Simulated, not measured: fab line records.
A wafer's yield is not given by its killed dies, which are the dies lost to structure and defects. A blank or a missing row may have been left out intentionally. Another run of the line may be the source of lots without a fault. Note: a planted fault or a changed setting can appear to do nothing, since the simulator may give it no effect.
Which tool did it? || flow sky130 || Sampling: 14 lots, 42 wafers, 3 of 708 route steps

WHAT EACH GAUGE READ, for each wafer
SKY_CONTACT_RS_MEAS_25: measurement is done with a four-point probe. Usual: for CONTACT_W_RS the level is 0.338 ohm/sq and the standard deviation is 0.0043.
{"lot": "L275", "measured": "day 31 16:17", "on": "film_metro-01", "CONTACT_W_RS (ohm/sq)": "0.340 0.342 0.340", "flag": ""}
{"lot": "L276", "measured": "day 31 22:58", "on": "film_metro-01", "CONTACT_W_RS (ohm/sq)": "0.328 0.333 0.343", "flag": ""}
{"lot": "L277", "measured": "day 32 13:06", "on": "film_metro-02", "CONTACT_W_RS (ohm/sq)": "0.335 0.341 0.343", "flag": ""}
{"lot": "L278", "measured": "day 32 19:07", "on": "film_metro-01", "CONTACT_W_RS (ohm/sq)": "0.333 0.339 0.333", "flag": ""}
{"lot": "L279", "measured": "day 33 01:40", "on": "film_metro-02", "CONTACT_W_RS (ohm/sq)": "0.340 0.340 0.340", "flag": ""}
{"lot": "L281", "measured": "day 33 14:34", "on": "film_metro-04", "CONTACT_W_RS (ohm/sq)": "0.338 0.339 0.341", "flag": ""}
{"lot": "L280", "measured": "day 33 15:46", "on": "film_metro-01", "CONTACT_W_RS (ohm/sq)": "0.339 0.329 0.339", "flag": ""}
{"lot": "L282", "measured": "day 34 02:19", "on": "film_metro-01", "CONTACT_W_RS (ohm/sq)": "0.340 0.342 0.343", "flag": ""}
{"lot": "L284", "measured": "day 34 21:45", "on": "film_metro-02", "CONTACT_W_RS (ohm/sq)": "0.331 0.252 0.335", "flag": "OFF"}
{"lot": "L289", "measured": "day 36 07:29", "on": "film_metro-02", "CONTACT_W_RS (ohm/sq)": "0.347 0.258 0.350", "flag": "OFF"}
{"lot": "L293", "measured": "day 37 16:28", "on": "film_metro-01", "CONTACT_W_RS (ohm/sq)": "0.339 0.334 0.338", "flag": ""}
{"lot": "L294", "measured": "day 37 17:19", "on": "film_metro-02", "CONTACT_W_RS (ohm/sq)": "0.336 0.336 0.332", "flag": ""}
{"lot": "L295", "measured": "day 37 22:02", "on": "film_metro-01", "CONTACT_W_RS (ohm/sq)": "0.338 0.336 0.340", "flag": ""}
{"lot": "L298", "measured": "day 38 20:55", "on": "film_metro-04", "CONTACT_W_RS (ohm/sq)": "0.335 0.336 0.342", "flag": ""}

SKY_CONTACT_THK_MEAS_26: measures by xrf. Usual: for CONTACT_W_THK the level is 326 nm and the standard deviation is 6.1.
{"lot": "L275", "measured": "day 31 16:25", "on": "film_metro-01", "CONTACT_W_THK (nm)": "331 328 332", "flag": ""}
{"lot": "L276", "measured": "day 31 23:04", "on": "film_metro-01", "CONTACT_W_THK (nm)": "339 337 326", "flag": ""}
{"lot": "L277", "measured": "day 32 13:13", "on": "film_metro-02", "CONTACT_W_THK (nm)": "330 325 324", "flag": ""}
{"lot": "L278", "measured": "day 32 19:13", "on": "film_metro-01", "CONTACT_W_THK (nm)": "336 330 337", "flag": ""}
{"lot": "L279", "measured": "day 33 01:47", "on": "film_metro-02", "CONTACT_W_THK (nm)": "318 320 320", "flag": ""}
{"lot": "L281", "measured": "day 33 14:41", "on": "film_metro-04", "CONTACT_W_THK (nm)": "321 321 318", "flag": ""}
{"lot": "L280", "measured": "day 33 15:53", "on": "film_metro-01", "CONTACT_W_THK (nm)": "330 339 330", "flag": ""}
{"lot": "L282", "measured": "day 34 02:26", "on": "film_metro-01", "CONTACT_W_THK (nm)": "326 323 322", "flag": ""}
{"lot": "L284", "measured": "day 34 21:52", "on": "film_metro-02", "CONTACT_W_THK (nm)": "336 433 329", "flag": "OFF"}
{"lot": "L289", "measured": "day 36 07:37", "on": "film_metro-02", "CONTACT_W_THK (nm)": "317 422 313", "flag": "OFF"}
{"lot": "L293", "measured": "day 37 16:35", "on": "film_metro-01", "CONTACT_W_THK (nm)": "328 333 330", "flag": ""}
{"lot": "L294", "measured": "day 37 17:26", "on": "film_metro-02", "CONTACT_W_THK (nm)": "325 324 328", "flag": ""}
{"lot": "L295", "measured": "day 37 22:09", "on": "film_metro-01", "CONTACT_W_THK (nm)": "328 332 328", "flag": ""}
{"lot": "L298", "measured": "day 38 21:02", "on": "film_metro-04", "CONTACT_W_THK (nm)": "324 324 318", "flag": ""}

WHICH TOOL RAN EACH LOT (tool, then ch and the chambers of the sampled wafers, then the start)
{"lot": "L275", "SKY_CONTACT_CVD_24": "cvd_w-02 ch 0,1, day 31 16:11"}
{"lot": "L276", "SKY_CONTACT_CVD_24": "cvd_w-01 ch 0,1, day 31 22:52"}
{"lot": "L277", "SKY_CONTACT_CVD_24": "cvd_w-02 ch 0,1, day 32 12:59"}
{"lot": "L278", "SKY_CONTACT_CVD_24": "cvd_w-01 ch 0,1, day 32 19:00"}
{"lot": "L279", "SKY_CONTACT_CVD_24": "cvd_w-02 ch 0,1, day 33 01:33"}
{"lot": "L281", "SKY_CONTACT_CVD_24": "cvd_w-02 ch 0,1, day 33 14:26"}
{"lot": "L280", "SKY_CONTACT_CVD_24": "cvd_w-01 ch 0,1, day 33 15:40"}
{"lot": "L282", "SKY_CONTACT_CVD_24": "cvd_w-01 ch 0,1, day 34 02:12"}
{"lot": "L284", "SKY_CONTACT_CVD_24": "cvd_w-01 ch 0,1, day 34 21:38"}
{"lot": "L289", "SKY_CONTACT_CVD_24": "cvd_w-01 ch 1, day 36 07:23"}
{"lot": "L293", "SKY_CONTACT_CVD_24": "cvd_w-02 ch 0,1, day 37 16:20"}
{"lot": "L294", "SKY_CONTACT_CVD_24": "cvd_w-02 ch 0,1, day 37 17:12"}
{"lot": "L295", "SKY_CONTACT_CVD_24": "cvd_w-02 ch 0,1, day 37 21:55"}
{"lot": "L298", "SKY_CONTACT_CVD_24": "cvd_w-02 ch 0,1, day 38 20:47"}
- SKY_CONTACT_CVD_24: deposits W, target thk 340 nm, time 102.12 s.

WHAT THE TOOLS THEMSELVES READ (means of the sampled wafers that have a number; where no wafer has one, the mark that the record gives instead)
SKY_CONTACT_CVD_24. Usual: heater_power_outer_w 499 W, standard deviation 18; heater_power_w 847 W, standard deviation 21.
{"lot": "L275", "tool": "cvd_w-02", "heater_power_outer_w (W)": 485, "heater_power_w (W)": 849, "flag": ""}
{"lot": "L276", "tool": "cvd_w-01", "heater_power_outer_w (W)": 510, "heater_power_w (W)": 833, "flag": ""}
{"lot": "L277", "tool": "cvd_w-02", "heater_power_outer_w (W)": 490, "heater_power_w (W)": 845, "flag": ""}
{"lot": "L278", "tool": "cvd_w-01", "heater_power_outer_w (W)": 504, "heater_power_w (W)": 832, "flag": ""}
{"lot": "L279", "tool": "cvd_w-02", "heater_power_outer_w (W)": 486, "heater_power_w (W)": 837, "flag": ""}
{"lot": "L281", "tool": "cvd_w-02", "heater_power_outer_w (W)": 488, "heater_power_w (W)": 832, "flag": ""}
{"lot": "L280", "tool": "cvd_w-01", "heater_power_outer_w (W)": 518, "heater_power_w (W)": 853, "flag": ""}
{"lot": "L282", "tool": "cvd_w-01", "heater_power_outer_w (W)": 518, "heater_power_w (W)": 849, "flag": ""}
{"lot": "L284", "tool": "cvd_w-01", "heater_power_outer_w (W)": 501, "heater_power_w (W)": 832, "flag": ""}
{"lot": "L289", "tool": "cvd_w-01", "heater_power_outer_w (W)": 531, "heater_power_w (W)": 873, "flag": ""}
{"lot": "L293", "tool": "cvd_w-02", "heater_power_outer_w (W)": 494, "heater_power_w (W)": 856, "flag": ""}
{"lot": "L294", "tool": "cvd_w-02", "heater_power_outer_w (W)": 492, "heater_power_w (W)": 844, "flag": ""}
{"lot": "L295", "tool": "cvd_w-02", "heater_power_outer_w (W)": 490, "heater_power_w (W)": 850, "flag": ""}
{"lot": "L298", "tool": "cvd_w-02", "heater_power_outer_w (W)": 489, "heater_power_w (W)": 855, "flag": ""}

THE ANSWER, worked out from the rows above alone
Rule: a lot is off if the mean of its wafers that have a number lies more than 3 standard deviations from the usual mean. A lot without any number at a reading at which 4 lots or more have one is off too. Where the step has rows for the other lots, those lots are counted as sound. Order of review: gauges by route order, followed by the tools' own readings, for which a lot's mean as printed above is used. At the first step where some lot is off, the reading lying furthest off is the one used; lots without a number count as furthest.
Off: L284, L289, at SKY_CONTACT_RS_MEAS_25 (CONTACT_W_RS).
If a tool, at a process step before that reading, ran all the lots that are off and no sound lot after the first of them, it fits. Those tools and the gauges at SKY_CONTACT_RS_MEAS_25 are tried in the same way. One fits: SKY_CONTACT_CVD_24 on cvd_w-01. Its last sound lot is L282 (day 34 02:12), its first lot that is off L284 (day 34 21:38): a fault that began between those two fits.

WHAT THE SIMULATOR HAD INSERTED
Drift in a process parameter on cvd_w-01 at SKY_CONTACT_CVD_24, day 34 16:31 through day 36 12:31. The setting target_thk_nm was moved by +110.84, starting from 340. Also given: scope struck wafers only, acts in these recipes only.
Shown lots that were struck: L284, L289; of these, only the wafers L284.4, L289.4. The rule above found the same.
